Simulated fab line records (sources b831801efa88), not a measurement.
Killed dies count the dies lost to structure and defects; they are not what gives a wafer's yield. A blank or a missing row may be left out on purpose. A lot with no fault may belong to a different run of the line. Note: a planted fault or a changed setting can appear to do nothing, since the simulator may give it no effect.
fab line records	flow sky130
record lots=13	wafers=39	lastDay=50
route steps=708 shown SONOS_ONO@185 RES_XHIGH@338 SD_N@350 LOCAL_INTERCONNECT@388 PAD_OPEN@708
lots with no fault: from the same line, run without faults
startH: the number of hours between the record's first day and the start of the first shown wafer of the lot	waitH: time in hours since the lot's previous step	" identical to the entry in the row above	L1.1+2: several wafers, shown together as one row	- no value, or no start was given	* or withheld: withheld	< > ~ a bound
route shown NAME@n: a module of which the file shows steps, and the number in the route of the first	usual: the fault-free wafers' mean and standard deviation	same: alike in all rows	chamber/n: place in a boat	sites: per-site readings	_std_site: the standard deviation of these	_edge_site: the outer-site mean with the inner-site mean subtracted	radiusMm: how far each site lies from the wafer's centre	mask NAME#n: copy n	behind: tool/chamber where the wafer was last shaped	hold: the reason the lot was held/the length of the hold in hours/how it ended	device: the transistor (n, p or np) that didn't switch	end of line: the route-end tests of the same wafers	where a step has no rows: the recipe by itself	killed: the dies lost at the first sort to structure and to defects; this is not the yield of the wafer	map: dies across one wafer; x = killed, . = not, _ = none there
set.NAME: the setting the step ran with; set.NAME@STEP: the setting that earlier step ran with	model.NAME: the simulator's own value behind a step, which no gauge read
one table for each step of the route and one row for each wafer, over a sample of lots
services: when a tool's chamber went out of use (startH, in hours from the record's first day, below 0 if earlier), for how many hours, and the reason
## steps
# step SKY_SONOS_ONO_STRIP_17
# recipe chemistry=O2/N2	powerW=1400	pressureMtorr=1500	platenTempC=withheld	o2FlowSccm=3000	n2FlowSccm=300	overashFraction=0.5
# usual drypumpMotorCurrentA=5.9/0.59	oesProductAu=0.710/0.0045	stripTimeToEndpointS=14.10/0.043
lot.wafer	tool	chamber	startH	waitH	drypumpMotorCurrentA	oesProductAu	rfHoursCounterH	stripTimeToEndpointS
L367.1	plasmaAsher-04	1	279.44	0.0	6.7	0.709	62	14.09
L367.3	"	1	"	"	6.7	0.717	-	14.11
L367.5	"	1	"	"	6.7	0.707	-	14.09
L369.1	plasmaAsher-04	1	305.25	0.0	6.7	0.714	65	14.21
L369.3	"	1	"	"	6.7	0.716	-	14.16
L369.5	"	0	"	"	5.1	0.702	-	14.18
L370.2	plasmaAsher-04	1	312.43	0.0	6.7	0.718	65	14.07
L370.3	"	0	"	"	5.1	0.703	-	14.08
L370.5	"	1	"	"	6.7	0.708	-	14.08
L371.2	plasmaAsher-03	0	312.76	0.0	6.2	0.701	18	14.09
L371.3	"	1	"	"	5.3	0.704	-	14.15
L371.4	"	0	"	"	6.2	0.712	-	14.15
L372.2	plasmaAsher-02	1	324.80	0.0	6.4	0.709	49	14.10
L372.5	"	1	"	"	6.4	0.705	-	14.11
L372.6	"	0	"	"	5.8	0.716	-	14.11
L373.4	plasmaAsher-02	0	340.12	0.0	5.8	0.705	-	14.11
L373.5	"	0	"	"	5.8	0.713	-	14.14
L373.6	"	1	"	"	6.4	0.705	-	14.14
L376.4	plasmaAsher-02	0	357.17	0.0	5.8	0.712	-	14.14
L376.5	"	0	"	"	5.8	0.709	-	14.11
L376.6	"	1	"	"	6.4	0.712	-	14.10
L380.2	plasmaAsher-04	0	390.65	0.0	5.2	0.708	74	14.10
L380.4	"	1	"	"	6.7	0.717	-	14.13
L380.6	"	0	"	"	5.1	0.710	-	14.10
L381.3	plasmaAsher-02	1	395.10	0.0	6.5	0.706	-	14.15
L381.4	"	0	"	"	5.8	0.707	-	14.14
L381.6	"	1	"	"	6.5	0.711	-	14.12
L384.1	plasmaAsher-03	0	420.76	0.0	6.2	0.708	28	14.20
L384.4	"	0	"	"	6.2	0.711	-	14.17
L384.5	"	1	"	"	5.3	0.710	-	14.16
L386.1	plasmaAsher-04	1	438.21	0.0	6.7	0.710	0	14.14
L386.3	"	1	"	"	6.7	0.708	-	14.17
L386.4	"	0	"	"	5.1	0.712	-	14.20
L387.1	plasmaAsher-04	1	443.01	0.0	6.7	0.718	1	14.11
L387.2	"	0	"	"	5.1	0.713	1	14.14
L387.4	"	0	"	"	5.2	0.710	-	14.15
L390.2	plasmaAsher-02	0	467.65	0.0	5.8	0.720	65	14.06
L390.4	"	1	"	"	6.5	0.705	-	14.07
L390.5	"	0	"	"	5.8	0.707	-	14.10
# step SKY_RES_XHIGH_DEVELOP_06
# recipe resist=NOVOLAK	developer=TMAH	developTimeS=60	devTempC=23
# usual developerTempC=23.02/0.11
lot.wafer	tool	chamber	startH	waitH	developerTempC
L367.1	lithoTrack-01	0	622.55	0.1	22.92
L367.3	"	0	"	"	22.93
L367.5	"	0	"	"	22.98
L369.1	lithoTrack-01	0	642.70	0.1	23.08
L369.3	"	0	"	"	23.14
L369.5	"	0	"	"	22.99
L371.2	lithoTrack-02	0	654.93	0.1	23.06
L371.3	"	0	"	"	23.06
L371.4	"	0	"	"	23.10
L370.2	lithoTrack-03	0	655.64	0.1	22.86
L370.3	"	0	"	"	23.01
L370.5	"	0	"	"	22.92
L372.2	lithoTrack-03	0	660.34	0.1	22.86
L372.5	"	0	"	"	22.86
L372.6	"	0	"	"	22.84
L373.4	lithoTrack-02	0	678.73	0.1	22.92
L373.5	"	0	"	"	23.16
L373.6	"	0	"	"	23.18
L376.4	lithoTrack-03	0	691.34	0.1	22.90
L376.5	"	0	"	"	22.94
L376.6	"	0	"	"	23.05
L380.2	lithoTrack-02	0	727.73	0.1	22.04
L380.4	"	0	"	"	21.97
L380.6	"	0	"	"	21.83
L381.3	lithoTrack-02	0	731.46	0.1	22.05
L381.4	"	0	"	"	22.25
L381.6	"	0	"	"	22.10
L384.1	lithoTrack-01	0	755.60	0.1	22.95
L384.4	"	0	"	"	22.93
L384.5	"	0	"	"	22.82
L386.1	lithoTrack-01	0	772.30	0.1	23.19
L386.3	"	0	"	"	23.04
L386.4	"	0	"	"	23.15
L387.1	lithoTrack-01	0	773.50	0.1	23.17
L387.2	"	0	"	"	23.04
L387.4	"	0	"	"	23.15
L390.2	lithoTrack-01	0	799.32	0.1	23.07
L390.4	"	0	"	"	23.13
L390.5	"	0	"	"	23.15
# step SKY_SD_N_OVL_MEAS_08
# usual SD_N_OVL=-0.3/1.5
lot.wafer	tool	chamber	startH	waitH	SD_N_OVL[nm]
L367.1	overlay-01	-	651.65	0.1	-1.7
L367.3	"	-	"	"	-2.9
L367.5	"	-	"	"	-0.5
L369.1	overlay-02	-	671.90	0.1	-1.2
L369.3	"	-	"	"	-1.3
L369.5	"	-	"	"	-1.6
L371.2	overlay-01	-	683.06	0.1	1.1
L371.3	"	-	"	"	2.5
L371.4	"	-	"	"	-1.2
L370.2	overlay-02	-	683.78	0.1	-1.7
L370.3	"	-	"	"	-1.0
L370.5	"	-	"	"	-1.7
L372.2	overlay-01	-	688.34	0.1	0.1
L372.5	"	-	"	"	-0.2
L372.6	"	-	"	"	-1.8
L373.4	overlay-02	-	706.52	0.1	0.5
L373.5	"	-	"	"	0.4
L373.6	"	-	"	"	1.3
L376.4	overlay-02	-	718.62	0.1	0.7
L376.5	"	-	"	"	-2.1
L376.6	"	-	"	"	1.8
L380.2	overlay-01	-	755.06	0.1	-0.4
L380.4	"	-	"	"	1.9
L380.6	"	-	"	"	1.1
L381.3	overlay-01	-	758.55	0.1	1.3
L381.4	"	-	"	"	0.5
L381.6	"	-	"	"	0.9
L384.1	overlay-02	-	782.59	0.1	-1.7
L384.4	"	-	"	"	-2.0
L384.5	"	-	"	"	-1.0
L386.1	overlay-01	-	798.97	0.1	1.5
L386.3	"	-	"	"	0.1
L386.4	"	-	"	"	-0.3
L387.1	overlay-02	-	800.14	0.1	0.0
L387.2	"	-	"	"	-1.3
L387.4	"	-	"	"	-2.3
L390.2	overlay-02	-	825.19	0.1	-3.2
L390.4	"	-	"	"	-1.8
L390.5	"	-	"	"	-2.1
# step SKY_LOCAL_INTERCONNECT_RS_MEAS_01
# recipe thkMeasGauge=four-point-probe	reads=TiN_of_LOCAL_INTERCONNECT_SPUTTER_00
# usual LOCAL_INTERCONNECT_TIN_RS=14.12/0.15
lot.wafer	tool	chamber	startH	waitH	LOCAL_INTERCONNECT_TIN_RS[ohm/sq]
L367.1	filmMetro-03	-	682.52	0.0	14.18
L367.3	"	-	"	"	14.08
L367.5	"	-	"	"	14.11
L369.1	filmMetro-02	-	703.22	0.0	14.27
L369.3	"	-	"	"	14.35
L369.5	"	-	"	"	14.34
L371.2	filmMetro-04	-	713.79	0.1	13.94
L371.3	"	-	"	"	13.83
L371.4	"	-	"	"	14.01
L370.2	filmMetro-02	-	715.31	0.1	14.17
L370.3	"	-	"	"	14.21
L370.5	"	-	"	"	14.19
L372.2	filmMetro-04	-	718.90	0.1	14.14
L372.5	"	-	"	"	14.02
L372.6	"	-	"	"	14.13
L373.4	filmMetro-04	-	736.94	0.1	14.07
L373.5	"	-	"	"	14.12
L373.6	"	-	"	"	14.11
L376.4	filmMetro-02	-	748.75	0.1	14.38
L376.5	"	-	"	"	14.27
L376.6	"	-	"	"	14.35
L380.2	filmMetro-03	-	784.71	0.1	14.16
L380.4	"	-	"	"	14.03
L380.6	"	-	"	"	14.21
L381.3	filmMetro-04	-	788.53	0.1	14.16
L381.4	"	-	"	"	14.31
L381.6	"	-	"	"	14.20
L384.1	filmMetro-02	-	811.92	0.0	14.06
L384.4	"	-	"	"	13.94
L384.5	"	-	"	"	14.10
L386.1	filmMetro-03	-	828.14	0.0	14.50
L386.3	"	-	"	"	14.28
L386.4	"	-	"	"	14.30
L387.1	filmMetro-02	-	829.39	0.0	14.10
L387.2	"	-	"	"	14.06
L387.4	"	-	"	"	14.03
L390.2	filmMetro-04	-	854.11	0.1	14.17
L390.4	"	-	"	"	14.12
L390.5	"	-	"	"	14.08
# step SKY_PAD_OPEN_PROBE_99
# usual killed_at_M0_to_M3=44/7.4	killed_at_M4_up=3.1/1.8	killedAtContacts=24/5.6	killedAtFrontEnd=15/4.9	killedAtOther=0.4/0.59	killedDies=87/9.8	killedOnRim=17/4	killedOpen=47/7.2	killedShort=39/6.8
# same grossDies=492	killedAtBackSide=0
lot.wafer	tool	chamber	startH	waitH	killed_at_M0_to_M3	killed_at_M4_up	killedAtContacts	killedAtFrontEnd	killedAtOther	killedDies	killedOnRim	killedOpen	killedShort
L367.1	prober-02	-	1078.45	0.1	33	4	20	18	0	75	16	50	24
L367.3	prober-02	-	1078.55	0.2	50	4	29	23	1	107	26	54	53
L367.5	prober-02	-	1078.65	0.2	44	2	35	16	1	98	17	53	45
L369.1	prober-01	-	1095.49	0.1	40	0	21	11	0	72	12	47	25
L369.3	prober-01	-	1095.59	0.2	46	2	25	17	0	90	20	49	41
L369.5	prober-01	-	1095.69	0.2	48	3	32	9	0	92	14	58	34
L371.2	prober-02	-	1103.18	0.1	25	3	29	14	0	71	7	37	33
L371.3	prober-02	-	1103.23	0.2	42	4	22	21	0	89	17	43	46
L371.4	prober-02	-	1103.28	0.2	29	1	29	9	0	68	13	34	34
L370.2	prober-01	-	1107.64	0.1	58	2	11	14	0	85	15	46	39
L370.3	prober-01	-	1107.69	0.2	45	3	36	14	0	98	23	56	42
L370.5	prober-01	-	1107.79	0.2	45	4	23	14	0	86	18	44	42
L372.2	prober-02	-	1109.14	0.1	35	5	24	18	2	84	14	38	45
L372.5	prober-02	-	1109.29	0.2	41	7	13	21	1	83	20	38	43
L372.6	prober-02	-	1109.34	0.2	55	4	16	8	1	84	14	47	36
L373.4	prober-01	-	1120.74	0.2	41	4	19	21	1	86	17	38	48
L373.5	prober-01	-	1120.79	0.2	31	1	18	11	0	61	16	30	31
L373.6	prober-01	-	1120.84	0.2	43	5	13	10	0	71	10	34	37
L376.4	prober-02	-	1129.89	0.2	48	4	32	14	0	98	20	49	49
L376.5	prober-02	-	1129.94	0.2	52	4	20	18	0	94	27	42	52
L376.6	prober-02	-	1129.99	0.2	44	2	31	15	1	93	19	52	41
L380.2	prober-02	-	1154.53	0.1	37	5	23	9	0	74	20	47	27
L380.4	prober-02	-	1154.63	0.2	34	3	29	11	0	77	14	45	32
L380.6	prober-02	-	1154.73	0.2	45	2	35	22	0	104	17	57	47
L381.3	prober-01	-	1155.52	0.2	48	4	28	7	0	87	14	44	43
L381.4	prober-01	-	1155.57	0.2	65	7	21	13	0	106	20	67	39
L381.6	prober-01	-	1155.67	0.2	56	1	24	17	0	98	21	55	43
L384.1	prober-02	-	1173.54	0.1	38	2	21	13	0	74	15	41	33
L384.4	prober-02	-	1173.69	0.2	41	3	18	13	0	75	15	43	32
L384.5	prober-02	-	1173.74	0.2	47	1	27	16	0	91	15	52	39
L386.1	prober-02	-	1184.50	0.1	45	3	31	23	0	102	22	55	47
L386.3	prober-02	-	1184.60	0.2	44	3	34	13	0	94	15	51	42
L386.4	prober-02	-	1184.65	0.2	45	1	33	17	0	96	18	52	44
L387.1	prober-01	-	1184.69	0.1	33	3	25	9	0	70	12	36	33
L387.2	prober-01	-	1184.74	0.1	45	5	29	15	0	94	19	60	34
L387.4	prober-01	-	1184.84	0.2	42	3	25	14	1	85	15	40	45
L390.2	prober-01	-	1199.34	0.1	45	3	16	14	0	78	17	44	34
L390.4	prober-01	-	1199.44	0.2	40	2	23	13	1	79	21	37	42
L390.5	prober-01	-	1199.49	0.2	40	5	30	9	0	84	19	53	31
# killed by level:class
L367.1 CONTACT:geometricParticle:open=12 VIA1:geometricParticle:open=7 VIA3:geometricParticle:open=7 POLY_GATE:geometricParticle:open=6 METAL3:geometricParticle:short=5 LI_CONTACT:geometricParticle:open=4 VIA2:geometricParticle:open=4 FIELD_ISO:geometricParticle:open=3
L367.3 CONTACT:geometricParticle:open=11 VIA1:geometricParticle:open=9 VIA1:geometricParticle:short=7 POLY_GATE:geometricParticle:short=6 VIA2:geometricParticle:open=6 VIA3:geometricParticle:open=6 METAL2:geometricParticle:short=6 POLY_GATE:geometricParticle:open=5
L367.5 LI_CONTACT:geometricParticle:open=11 CONTACT:geometricParticle:open=10 VIA1:geometricParticle:open=10 CONTACT:geometricParticle:short=9 VIA3:geometricParticle:open=8 VIA2:geometricParticle:open=8 FIELD_ISO:geometricParticle:short=7 METAL2:geometricParticle:short=6
L369.1 VIA2:geometricParticle:open=9 LI_CONTACT:geometricParticle:open=8 VIA1:geometricParticle:open=8 POLY_GATE:geometricParticle:open=6 CONTACT:geometricParticle:open=6 METAL1:geometricParticle:short=6 METAL3:geometricParticle:short=4 VIA3:geometricParticle:open=4
L369.3 VIA2:geometricParticle:open=8 VIA3:geometricParticle:open=8 METAL1:geometricParticle:short=7 CONTACT:geometricParticle:open=7 LI_CONTACT:geometricParticle:open=6 VIA1:geometricParticle:open=6 FIELD_ISO:geometricParticle:open=4 POLY_GATE:geometricParticle:short=4
L369.5 LI_CONTACT:geometricParticle:open=12 CONTACT:geometricParticle:open=12 VIA1:geometricParticle:open=11 VIA3:geometricParticle:open=7 METAL1:geometricParticle:short=7 VIA2:geometricParticle:open=7 VIA1:geometricParticle:short=6 LOCAL_INTERCONNECT:geometricParticle:short=4
L371.2 CONTACT:geometricParticle:open=7 LOCAL_INTERCONNECT:geometricParticle:short=7 POLY_GATE:geometricParticle:open=6 LI_CONTACT:geometricParticle:open=6 METAL1:geometricParticle:short=5 CONTACT:geometricParticle:short=4 FIELD_ISO:geometricParticle:short=3 LI_CONTACT:geometricParticle:short=3
L371.3 VIA3:geometricParticle:open=11 VIA2:geometricParticle:open=7 LI_CONTACT:geometricParticle:open=6 VIA1:geometricParticle:open=6 METAL2:geometricParticle:short=6 LOCAL_INTERCONNECT:geometricParticle:short=5 CONTACT:geometricParticle:short=5 VIA2:geometricParticle:short=5
L371.4 CONTACT:geometricParticle:open=10 LI_CONTACT:geometricParticle:open=6 METAL2:geometricParticle:short=6 VIA2:geometricParticle:open=6 LOCAL_INTERCONNECT:geometricParticle:short=5 CONTACT:geometricParticle:short=5 POLY_GATE:geometricParticle:short=4 VIA3:geometricParticle:open=4
L370.2 VIA1:geometricParticle:open=10 VIA3:geometricParticle:open=8 METAL2:geometricParticle:short=7 VIA2:geometricParticle:open=7 METAL1:geometricParticle:short=6 FIELD_ISO:geometricParticle:short=5 METAL2:geometricParticle:open=5 LI_CONTACT:geometricParticle:open=4
L370.3 CONTACT:geometricParticle:open=13 VIA2:geometricParticle:open=8 VIA1:geometricParticle:open=8 CONTACT:geometricParticle:short=7 LOCAL_INTERCONNECT:geometricParticle:short=6 FIELD_ISO:geometricParticle:open=5 LI_CONTACT:geometricParticle:short=5 LI_CONTACT:geometricParticle:open=5
L370.5 VIA2:geometricParticle:open=7 CONTACT:geometricParticle:open=7 VIA3:geometricParticle:open=7 LI_CONTACT:geometricParticle:open=6 METAL2:geometricParticle:short=6 METAL3:geometricParticle:short=6 POLY_GATE:geometricParticle:short=4 LI_CONTACT:geometricParticle:short=4
L372.2 VIA1:geometricParticle:open=8 LI_CONTACT:geometricParticle:open=8 METAL1:geometricParticle:short=7 POLY_GATE:geometricParticle:short=5 POLY_GATE:geometricParticle:open=5 CONTACT:geometricParticle:open=5 CONTACT:geometricParticle:short=5 METAL4:geometricParticle:short=5
L372.5 VIA1:geometricParticle:open=9 METAL1:geometricParticle:short=6 POLY_GATE:geometricParticle:open=5 CONTACT:geometricParticle:open=5 VIA2:geometricParticle:short=5 VIA3:geometricParticle:open=5 FIELD_ISO:geometricParticle:open=4 FIELD_ISO:geometricParticle:short=4
L372.6 VIA2:geometricParticle:open=12 VIA1:geometricParticle:open=9 METAL2:geometricParticle:short=9 METAL1:geometricParticle:short=6 POLY_GATE:geometricParticle:open=5 VIA3:geometricParticle:open=5 LI_CONTACT:geometricParticle:short=4 LOCAL_INTERCONNECT:geometricParticle:short=4
L373.4 VIA1:geometricParticle:open=12 METAL1:geometricParticle:short=9 POLY_GATE:geometricParticle:short=6 LI_CONTACT:geometricParticle:open=6 CONTACT:geometricParticle:open=6 METAL2:geometricParticle:short=5 VIA2:geometricParticle:open=5 FIELD_ISO:geometricParticle:open=4
L373.5 CONTACT:geometricParticle:open=8 METAL2:geometricParticle:short=8 FIELD_ISO:geometricParticle:open=4 METAL1:geometricParticle:short=4 VIA1:geometricParticle:short=4 VIA2:geometricParticle:open=4 CONTACT:geometricParticle:short=3 VIA1:geometricParticle:open=3
L373.6 METAL1:geometricParticle:short=12 CONTACT:geometricParticle:open=7 VIA1:geometricParticle:open=7 METAL2:geometricParticle:short=7 VIA2:geometricParticle:short=5 LI_CONTACT:geometricParticle:open=4 VIA1:geometricParticle:short=4 FIELD_ISO:geometricParticle:short=3
L376.4 VIA1:geometricParticle:open=9 VIA1:geometricParticle:short=9 CONTACT:geometricParticle:open=8 METAL1:geometricParticle:short=8 CONTACT:geometricParticle:short=7 LI_CONTACT:geometricParticle:open=6 LOCAL_INTERCONNECT:geometricParticle:short=6 VIA3:geometricParticle:open=5
L376.5 VIA1:geometricParticle:open=13 METAL2:geometricParticle:short=8 VIA2:geometricParticle:open=7 FIELD_ISO:geometricParticle:open=6 CONTACT:geometricParticle:open=6 LOCAL_INTERCONNECT:geometricParticle:short=5 FIELD_ISO:geometricParticle:short=4 VIA1:geometricParticle:short=4
L376.6 CONTACT:geometricParticle:open=12 VIA3:geometricParticle:open=12 VIA1:geometricParticle:open=8 LI_CONTACT:geometricParticle:open=7 FIELD_ISO:geometricParticle:short=5 METAL1:geometricParticle:short=5 METAL2:geometricParticle:short=5 LOCAL_INTERCONNECT:geometricParticle:open=4
L380.2 CONTACT:geometricParticle:open=8 VIA1:geometricParticle:open=8 VIA3:geometricParticle:open=7 LI_CONTACT:geometricParticle:open=7 METAL1:geometricParticle:short=6 FIELD_ISO:geometricParticle:open=5 VIA2:geometricParticle:open=5 LI_CONTACT:geometricParticle:short=4
L380.4 CONTACT:geometricParticle:open=9 LI_CONTACT:geometricParticle:open=6 VIA1:geometricParticle:open=6 FIELD_ISO:geometricParticle:short=5 CONTACT:geometricParticle:short=5 VIA2:geometricParticle:open=5 VIA3:geometricParticle:open=5 LOCAL_INTERCONNECT:geometricParticle:short=4
L380.6 VIA1:geometricParticle:open=12 CONTACT:geometricParticle:open=11 FIELD_ISO:geometricParticle:short=9 LI_CONTACT:geometricParticle:short=9 LI_CONTACT:geometricParticle:open=8 VIA3:geometricParticle:open=8 FIELD_ISO:geometricParticle:open=6 VIA2:geometricParticle:open=6
L381.3 CONTACT:geometricParticle:open=11 LI_CONTACT:geometricParticle:open=7 VIA1:geometricParticle:open=7 METAL1:geometricParticle:short=6 METAL2:geometricParticle:short=6 VIA3:geometricParticle:open=6 VIA2:geometricParticle:open=6 VIA1:geometricParticle:short=5
L381.4 VIA1:geometricParticle:open=28 CONTACT:geometricParticle:open=8 VIA3:geometricParticle:open=7 VIA2:geometricParticle:open=7 VIA1:geometricParticle:short=6 METAL4:geometricParticle:short=6 LI_CONTACT:geometricParticle:open=5 CONTACT:geometricParticle:short=5
L381.6 VIA3:geometricParticle:open=11 CONTACT:geometricParticle:open=10 VIA1:geometricParticle:open=10 METAL1:geometricParticle:short=8 POLY_GATE:geometricParticle:open=7 METAL2:geometricParticle:short=6 CONTACT:geometricParticle:short=5 VIA1:geometricParticle:short=5
L384.1 VIA2:geometricParticle:open=10 CONTACT:geometricParticle:open=9 CONTACT:geometricParticle:short=7 METAL1:geometricParticle:short=5 VIA3:geometricParticle:open=5 FIELD_ISO:geometricParticle:open=4 LI_CONTACT:geometricParticle:open=4 VIA3:geometricParticle:short=4
L384.4 VIA1:geometricParticle:open=9 LI_CONTACT:geometricParticle:open=8 VIA3:geometricParticle:open=7 VIA2:geometricParticle:open=6 METAL2:geometricParticle:short=5 VIA3:geometricParticle:short=5 FIELD_ISO:geometricParticle:open=4 CONTACT:geometricParticle:open=4
L384.5 VIA1:geometricParticle:open=11 VIA2:geometricParticle:open=11 CONTACT:geometricParticle:open=10 METAL2:geometricParticle:short=7 CONTACT:geometricParticle:short=6 FIELD_ISO:geometricParticle:short=5 FIELD_ISO:geometricParticle:open=5 LOCAL_INTERCONNECT:geometricParticle:short=5
L386.1 CONTACT:geometricParticle:open=12 VIA1:geometricParticle:open=10 METAL1:geometricParticle:short=10 POLY_GATE:geometricParticle:short=7 LI_CONTACT:geometricParticle:open=6 VIA3:geometricParticle:open=6 FIELD_ISO:geometricParticle:open=5 LOCAL_INTERCONNECT:geometricParticle:short=5
L386.3 CONTACT:geometricParticle:open=14 VIA1:geometricParticle:open=11 LOCAL_INTERCONNECT:geometricParticle:short=8 POLY_GATE:geometricParticle:open=6 METAL2:geometricParticle:short=6 VIA3:geometricParticle:open=6 VIA1:geometricParticle:short=5 LI_CONTACT:geometricParticle:open=4
L386.4 CONTACT:geometricParticle:open=11 VIA1:geometricParticle:open=11 LI_CONTACT:geometricParticle:open=9 CONTACT:geometricParticle:short=9 METAL2:geometricParticle:short=8 VIA3:geometricParticle:open=6 FIELD_ISO:geometricParticle:short=4 POLY_GATE:geometricParticle:short=4
L387.1 CONTACT:geometricParticle:open=8 LI_CONTACT:geometricParticle:open=6 METAL2:geometricParticle:short=6 VIA3:geometricParticle:open=6 LOCAL_INTERCONNECT:geometricParticle:short=4 CONTACT:geometricParticle:short=4 METAL1:geometricParticle:short=4 VIA1:geometricParticle:open=4
L387.2 CONTACT:geometricParticle:open=14 VIA1:geometricParticle:open=11 VIA2:geometricParticle:open=10 LI_CONTACT:geometricParticle:open=6 VIA3:geometricParticle:open=6 METAL2:geometricParticle:short=5 CONTACT:geometricParticle:short=5 VIA1:geometricParticle:short=5
L387.4 CONTACT:geometricParticle:open=11 VIA1:geometricParticle:open=8 METAL1:geometricParticle:short=7 VIA1:geometricParticle:short=6 FIELD_ISO:geometricParticle:short=5 LOCAL_INTERCONNECT:geometricParticle:short=5 VIA3:geometricParticle:open=4 VIA2:geometricParticle:open=4
L390.2 VIA1:geometricParticle:open=10 VIA1:geometricParticle:short=8 LI_CONTACT:geometricParticle:open=7 CONTACT:geometricParticle:open=7 FIELD_ISO:geometricParticle:open=6 METAL2:geometricParticle:short=6 VIA3:geometricParticle:open=6 METAL1:geometricParticle:short=5
L390.4 VIA1:geometricParticle:open=8 VIA2:geometricParticle:open=6 CONTACT:geometricParticle:open=6 LI_CONTACT:geometricParticle:open=5 LOCAL_INTERCONNECT:geometricParticle:short=5 CONTACT:geometricParticle:short=5 METAL1:geometricParticle:short=5 METAL2:geometricParticle:short=5
L390.5 LI_CONTACT:geometricParticle:open=11 CONTACT:geometricParticle:open=10 VIA2:geometricParticle:open=9 METAL1:geometricParticle:short=6 METAL2:geometricParticle:short=5 FIELD_ISO:geometricParticle:open=4 LOCAL_INTERCONNECT:geometricParticle:short=4 VIA1:geometricParticle:open=4
## services
tool	chamber	startH	hours	kind
plasmaAsher-02	-	327.43	1.8	repair
plasmaAsher-03	-	341.65	12.0	pm
plasmaAsher-03	-	369.51	2.8	pm
lithoTrack-03	-	379.07	-	consumableReplace:filter
plasmaAsher-03	-	387.93	0.8	repair
plasmaAsher-04	-	393.71	28.1	pm
plasmaAsher-04	-	421.81	9.0	pm
plasmaAsher-04	0	421.81	9.0	ventCycle
plasmaAsher-04	1	421.81	9.0	ventCycle
plasmaAsher-04	0	430.81	-	clean
plasmaAsher-04	1	430.81	-	clean
plasmaAsher-03	-	454.38	14.6	pm
plasmaAsher-04	-	470.35	1.4	repair
plasmaAsher-04	-	546.17	2.8	pm
plasmaAsher-02	-	552.70	20.2	pm
plasmaAsher-04	-	574.57	0.7	repair
lithoTrack-03	-	668.36	-	consumableReplace:filter
plasmaAsher-04	-	692.04	1.3	repair
lithoTrack-01	-	761.83	-	consumableReplace:filter
## key
firstSign step=SKY_RES_XHIGH_DEVELOP_06	reading=developerTempC	direction=down	sigmas=8.7	usual=*	struck=*
effect none on later readings
metAt SKY_RES_XHIGH_DEVELOP_06
struckLots L380,L381
testerLeftOut L380,L381
notActingAt SKY_SONOS_ONO_STRIP_17,SKY_SD_N_OVL_MEAS_08,SKY_LOCAL_INTERCONNECT_RS_MEAS_01
onsetBetween 678.73 727.73
fault kind=processParameterDrift	tool=lithoTrack-02	chamber=-	onsetH=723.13	steps=SKY_RES_XHIGH_DEVELOP_06	channel=devTempC	offset=*	shape=step	endH=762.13	actsIn=*	stated=*
# testerLeftOut: of these lots the tester's yield and bins aren't shown, on N5 and GAA mostly nor the transistor test; their killed dies are dies lost to structure and defects alone, not to doping, threshold or leakage, so they don't give the yield
